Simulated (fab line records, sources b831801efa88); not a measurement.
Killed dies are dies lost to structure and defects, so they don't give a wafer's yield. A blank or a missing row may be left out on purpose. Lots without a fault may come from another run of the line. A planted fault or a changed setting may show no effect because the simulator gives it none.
fab line records | flow sky130
record lots=5 wafers=15 last_day=50
route steps=708 shown METAL2@489
lots that met no fault: from a run of the same line without faults
start_h: hours from the record's first day to the start of the lot's first wafer shown | wait_h: hours since the lot's step before | " the same as in the row above | L1.1+2: a row that stands for several wafers | - no value, or no start given | * or withheld: withheld | < > ~ a bound
route shown NAME@n: a module of which the file shows steps, and the number in the route of the first | usual: mean/standard deviation of fault-free wafers | same: alike in all rows | chamber/n: place in a boat | sites: the reading at each site | _std_site: their standard deviation | _edge_site: outer sites' mean less inner sites' | radius_mm: how far each site lies from the wafer's centre | mask NAME#n: copy n | behind: the tool/chamber that last shaped the wafer | hold: why the lot was held/for how many hours/how that ended | device: the transistor (n, p or np) that didn't switch | end of line: the same wafers' tests at the end of the route | a step without rows: its recipe alone | killed: dies lost to structure and defects at the first sort, not the wafer's yield | map: a wafer's dies, x killed, . not, _ none there
set.NAME: the setting as run; set.NAME@STEP: as run at that earlier step | model.NAME: the simulator's own value behind a step, which no gauge read
lots at some steps of the route; a table a step, a row a wafer
services: from which hour (start_h, from the record's first day; less than 0 if before it) a tool's chamber was out of use, for how many hours, and why
## steps
# step SKY_METAL2_THK_MEAS_06
# recipe thk_meas_gauge=xrf reads=AlCu_of_METAL2_SPUTTER_02
# usual METAL2_ALCU_THK=255/3.1
# columns lot.wafer tool chamber start_h wait_h METAL2_ALCU_THK[nm]
L266.1 film_metro-04 - 817.00 0.1 257
L266.5 " - " " 256
L266.6 " - " " 258
L269.2 film_metro-02 - 846.27 0.1 255
L269.3 " - " " 258
L269.5 " - " " 260
L274.4 film_metro-03 - 873.66 0.1 265
L274.5 " - " " 261
L274.6 " - " " 255
L284.1 film_metro-04 - 948.42 0.1 252
L284.2 " - " " 256
L284.6 " - " " 254
L285.1 film_metro-04 - 957.76 0.1 257
L285.2 " - " " 257
L285.3 " - " " 255
# step SKY_METAL2_DEHYDRATE_07
# recipe temp_c=200 time_s=60
# step SKY_METAL2_HMDS_08
# recipe prime_time_s=60 prime_temp_c=120
# step SKY_METAL2_COAT_09
# recipe resist=BARC temp_c=withheld time_s=withheld spin_rpm=3000 resist_thk_nm=60
# step SKY_METAL2_COAT_10
# recipe resist=KrF-thick spin_rpm=3000 resist_thk_nm=450
# step SKY_METAL2_SOFTBAKE_11
# recipe temp_c=100 time_s=90 resist=KrF-thick
# step SKY_METAL2_EXPOSE_12
# recipe mask_id=MM2 na=0.8 source_shape=annular sigma_inner=0.55 sigma_outer=0.85 target_cd_nm=140 dose_mj=28
# step SKY_METAL2_PEB_13
# recipe peb_temp_c=withheld peb_time_s=withheld resist=KrF-thick
# step SKY_METAL2_DEVELOP_14
# recipe develop_time_s=60 resist=KrF-thick dev_temp_c=21
# step SKY_METAL2_CD_MEAS_15
# recipe target_cd_nm=140
# usual cd_nm=140.4/1.6
# columns lot.wafer tool chamber start_h wait_h cd_nm
L266.1 cd_sem-02 - 843.99 - 140.5
L266.5 " - " " 140.9
L266.6 " - " " 139.7
L269.2 cd_sem-02 - 872.10 - 138.0
L269.3 " - " " 138.5
L269.5 " - " " 138.2
L274.4 cd_sem-02 - 899.98 - 138.8
L274.5 " - " " 137.9
L274.6 " - " " 138.9
L284.1 cd_sem-02 - 973.29 - 142.7
L284.2 " - " " 142.9
L284.6 " - " " 143.6
L285.1 cd_sem-01 - 982.13 - 140.2
L285.2 " - " " 138.7
L285.3 " - " " 138.4
# step SKY_METAL2_OVL_MEAS_16
# usual METAL2_OVL=-1/6.4
# columns lot.wafer tool chamber start_h wait_h METAL2_OVL[nm]
L266.1 overlay-01 - 844.11 0.1 3
L266.5 " - " " 4
L266.6 " - " " 1
L269.2 overlay-02 - 872.20 0.1 -4
L269.3 " - " " -6
L269.5 " - " " -7
L274.4 overlay-02 - 900.05 0.1 -2
L274.5 " - " " -11
L274.6 " - " " 0
L284.1 overlay-02 - 973.41 0.1 6
L284.2 " - " " 10
L284.6 " - " " 10
L285.1 overlay-01 - 982.25 0.1 4
L285.2 " - " " 1
L285.3 " - " " -3
# step SKY_METAL2_DESCUM_17
# recipe chemistry=O2 source_power_w=150 bias_power_w=0 pressure_mtorr=10 temp_c=40 time_s=8
# usual drypump_motor_current_A=5.8/0.36 oes_product_au=0.990/0.013 rf_fwd_power_W=147.3/0.66
# columns lot.wafer tool chamber start_h wait_h drypump_motor_current_A oes_product_au rf_fwd_power_W rf_hours_counter_h
L266.1 rie_metal-04 1 844.15 0.0 5.2 0.986 146.3 5
L266.5 " 0 " " 6.3 0.981 147.6 -
L266.6 " 1 " " 5.2 0.976 145.8 -
L269.2 rie_metal-01 1 872.24 0.0 5.7 0.989 148.5 -
L269.3 " 1 " " 5.7 0.979 148.0 -
L269.5 " 1 " " 5.7 0.984 148.6 -
L274.4 rie_metal-01 0 900.08 0.0 5.7 1.008 146.7 -
L274.5 " 0 " " 5.7 1.015 146.9 -
L274.6 " 1 " " 5.7 0.994 147.0 -
L284.1 rie_metal-03 1 973.45 0.0 5.4 0.975 146.9 15
L284.2 " 0 " " 6.2 0.983 147.1 18
L284.6 " 0 " " 6.2 0.990 147.6 -
L285.1 rie_metal-04 1 982.28 0.0 5.2 0.970 146.9 12
L285.2 " 0 " " 6.3 0.993 147.3 19
L285.3 " 1 " " 5.2 0.980 146.6 -
# step SKY_METAL2_ETCH_18
# recipe chemistry=N2/H2 target=BARC ion_energy_ev=200 bias_w=100 pressure_mtorr=30 n2_flow_sccm=100 h2_flow_sccm=200 icp_w=500 stop_on=SiO2 time_s=45.9 target_depth_a=600
# usual drypump_motor_current_A=5.8/0.36 oes_product_au=0.855/0.0045 rf_fwd_power_W=495.3/1.6 throttle_valve_pct=13.225/0.01
# columns lot.wafer tool chamber start_h wait_h drypump_motor_current_A oes_product_au rf_fwd_power_W rf_hours_counter_h throttle_valve_pct model.KrF-thick_of_METAL2_COAT_10.thk_nm
L266.1 rie_metal-04 1 844.18 0.0 5.2 0.861 498.5 5 13.221 395.3
L266.5 " 0 " " 6.3 0.856 496.0 - 13.220 395.1
L266.6 " 1 " " 5.2 0.862 495.1 - 13.248 394.2
L269.2 rie_metal-01 1 872.32 0.1 5.7 0.849 495.8 - 13.225 393.5
L269.3 " 1 " " 5.7 0.857 496.4 - 13.227 392.5
L269.5 " 1 " " 5.8 0.846 495.8 - 13.235 392.8
L274.4 rie_metal-01 0 900.12 0.0 5.7 0.857 495.8 - 13.214 397.2
L274.5 " 0 " " 5.7 0.852 493.4 - 13.226 389.7
L274.6 " 1 " " 5.8 0.848 493.9 - 13.213 392
L284.1 rie_metal-03 1 973.48 0.0 5.4 0.858 492.9 15 13.229 394.2
L284.2 " 0 " " 6.3 0.849 495.5 18 13.228 393.4
L284.6 " 0 " " 6.2 0.850 494.9 - 13.223 392.6
L285.1 rie_metal-04 1 982.31 0.0 5.2 0.854 493.0 12 13.213 394.6
L285.2 " 0 " " 6.3 0.854 495.3 19 13.226 393.3
L285.3 " 1 " " 5.2 0.855 494.1 - 13.223 394.2
# step SKY_METAL2_METAL_ETCH_19
# recipe target_depth_a=3600 stop_on=SiO2 over_etch_frac=0.3 time_s=78 chemistry=Cl2/BCl3 resist_sidewall_deg=88 pressure_mtorr=10 icp_w=900 bias_w=48.5 Cl2_flow_sccm=60 bcl3_flow_sccm=30
# usual drypump_motor_current_A=5.7/0.36 oes_product_au=0.856/0.0054 rf_fwd_power_W=894.3/2.6 throttle_valve_pct=22.265/0.0093
# same over_etch_frac=0.3
# columns lot.wafer tool chamber start_h wait_h drypump_motor_current_A oes_product_au rf_fwd_power_W rf_hours_counter_h throttle_valve_pct
L266.1 rie_metal-04 1 844.24 0.0 5.2 0.865 894.8 6 22.278
L266.5 " 0 " " 6.3 0.852 891.8 - 22.264
L266.6 " 1 " " 5.2 0.857 895.1 - 22.270
L269.2 rie_metal-01 1 872.45 0.1 5.7 0.856 894.2 - 22.268
L269.3 " 1 " " 5.7 0.861 894.4 - 22.261
L269.5 " 1 " " 5.7 0.855 897.5 - 22.259
L274.4 rie_metal-01 0 900.20 0.1 5.6 0.854 895.5 - 22.279
L274.5 " 0 " " 5.6 0.863 897.6 - 22.261
L274.6 " 1 " " 5.7 0.861 894.4 - 22.250
L284.1 rie_metal-03 1 973.54 0.0 5.4 0.856 889.5 15 22.263
L284.2 " 0 " " 6.2 0.850 894.0 18 22.242
L284.6 " 0 " " 6.2 0.864 895.0 - 22.278
L285.1 rie_metal-04 1 982.38 0.0 5.2 0.859 891.6 12 22.269
L285.2 " 0 " " 6.3 0.861 893.3 20 22.276
L285.3 " 1 " " 5.2 0.855 894.8 - 22.269
## services
# columns tool chamber start_h hours kind
rie_metal-04 - 821.41 0.3 repair
rie_metal-04 - 833.85 0.6 repair
rie_metal-01 - 845.10 1.6 repair
rie_metal-01 0 862.23 - clean
rie_metal-01 0 862.23 22.7 scheduled_down
rie_metal-01 0 862.23 22.7 vent_cycle
rie_metal-03 0 925.01 1.5 repair
## key
first_sign none at tools or gauges
model_effect step=SKY_METAL2_ETCH_18 value=KrF-thick_of_METAL2_COAT_10.thk_nm without=389.7 struck=397.2
met_at SKY_METAL2_ETCH_18
struck_wafers L274.4
onset_between 872.32 900.12
fault kind=process_parameter_drift tool=rie_metal-01 chamber=- onset_h=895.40 steps=SKY_METAL2_ETCH_18 channel=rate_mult offset=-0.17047 shape=step end_h=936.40 scope=struck_wafers_only
